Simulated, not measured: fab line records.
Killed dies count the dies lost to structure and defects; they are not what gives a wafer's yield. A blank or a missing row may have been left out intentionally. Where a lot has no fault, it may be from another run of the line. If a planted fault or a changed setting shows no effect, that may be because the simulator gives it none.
Comparing a struck lot with a sound one | flow gf180mcu | 18 out of 602 route steps
Sound: the wafers L847.1, L847.2, L847.3. Struck: wafer L861.5 (left out: L861.1, L861.3 of the same lot, which were not struck); the cause appears at the end.
Each step with rows lists, per side, the tool, then ch with its chambers, then its first start. Under that, the readings that differ: sound wafers | struck wafers | difference of the means | sigmas: that difference in standard deviations of wafers without a fault.
alike: same words and numbers on both sides, and readings whose means sit less than 2 such deviations apart. not compared: any withheld reading, any reading some wafer has no value for, any bound like >300 that may hide the same value, and any number with overlapping values for which the record gives no deviation.
A row with sigmas, a row that says differs or no value, or rows on one side alone: a step with any of these is where the two part. Numbers that don't overlap but have no deviation are shown without sigmas and don't part them. A reading missing from all wafers of one side parts the sides only when that side holds two or more wafers.

first, 3 steps without rows for these wafers: GF_V4_EXPOSE_11 (exposes mask Via4, target cd 260 nm); GF_V4_PEB_12 (peb time 90 s); GF_V4_DEVELOP_13 (develop time 60 s).
GF_V4_CD_MEAS_14: target cd 260 nm.
  struck on cdSem-01, day 28 19:35; sound on cdSem-02, day 24 04:50
reading   | sound             | struck | difference | sigmas
cdNm (nm) | 260.1 259.2 258.6 | 261.4  | +2.1       | +2
GF_V4_OVL_MEAS_15:
  struck on overlay-01, day 28 19:43; sound on overlay-01, day 24 04:58
  alike: V4_OVL
GF_V4_ETCH_16: etches BARC in N2/H2.
  sound on rieDiel-04 ch 0,1,2, day 24 05:00; struck on rieDiel-02 ch 3, day 28 19:45
reading                  | sound       | struck | difference | sigmas
drypumpMotorCurrentA (A) | 5.5 5.5 5.4 | 6.5    | +1.0       | +2
  alike: oesProductAu, throttleValvePct
GF_V4_ETCH_17: etches SiO2 in C4F8/O2/Ar, stops on TiN, target depth 630 nm.
  sound: rieDiel-04 ch 0,1,2; struck: rieDiel-02 ch 3
  alike: oesProductAu
GF_V4_STRIP_18: strips in O2/N2.
  sound on plasmaAsher-02 ch 0,1, day 24 05:08; struck on plasmaAsher-04 ch 0, day 28 19:53
  alike: drypumpMotorCurrentA, heaterPowerW, oesProductAu
  not compared: rfHoursCounterH
then, 3 steps without rows for these wafers: GF_V4_STRIP_19 (strips in post etch residue remover, time 1200 s); GF_V4_CLEAN_20 (cleans in DIW); GF_V4_SPUTTER_21 (material Ti, target thk 15 nm, time 80.02 s).
GF_V4_SPUTTER_22: material TiN, target thk 10 nm, time 40 s.
  struck on pvdSputter-01, day 28 20:29; sound on pvdSputter-02, day 24 05:43
  alike: throttleValvePct
GF_V4_CVD_23: deposits W, target thk 350 nm, time 104.9 s.
  sound on cvdW-01 ch 0,1, day 24 05:46; struck on cvdW-01 ch 1, day 28 20:31
reading                         | sound             | struck | difference | sigmas
model.W_of_V4_CVD_23.thkNm (nm) | 350.8 347.9 345.4 | 212.7  | -135.3     | 
  alike: heaterPowerW, susceptorTempC
GF_V4_RS_MEAS_24: measures by four-point-probe.
  struck on filmMetro-01, day 28 20:38; sound on filmMetro-03, day 24 05:52
reading          | sound             | struck | difference | sigmas
V4_W_RS (ohm/sq) | 0.326 0.329 0.331 | 0.543  | +0.214     | +56
GF_V4_THK_MEAS_25: measures by xrf.
  struck on filmMetro-01, day 28 20:45; sound on filmMetro-03, day 24 05:59
reading       | sound       | struck | difference | sigmas
V4_W_THK (nm) | 364 364 359 | 218    | -144       | -23
GF_V4_CMP_26: polishes, stops on SiO2, t overpolish 15 s, target thk 0 nm.
  sound on cmp-01 ch 0,1,3, day 24 06:03; struck on cmp-01 ch 1, day 28 20:49
reading             | sound          | struck | difference | sigmas
timeToEndpointS (s) | 89.3 85.8 83.2 | 48.2   | -37.9      | -13
  alike: motorCurrentA
GF_MIM_SPUTTER_00: material Ti, target thk 37.5 nm, time 150 s.
  struck on pvdSputter-04, day 28 21:07; sound on pvdSputter-03, day 24 06:21
  alike: throttleValvePct
GF_PASSIVATION_PROBE_99:
  rows exist in the record for the sound wafers here (prober-02, day 28 20:36), none for the struck ones

WHERE THEY PART
First at GF_V4_CD_MEAS_14; last, within this record, at GF_PASSIVATION_PROBE_99.

WHY: what had been put in by the simulator
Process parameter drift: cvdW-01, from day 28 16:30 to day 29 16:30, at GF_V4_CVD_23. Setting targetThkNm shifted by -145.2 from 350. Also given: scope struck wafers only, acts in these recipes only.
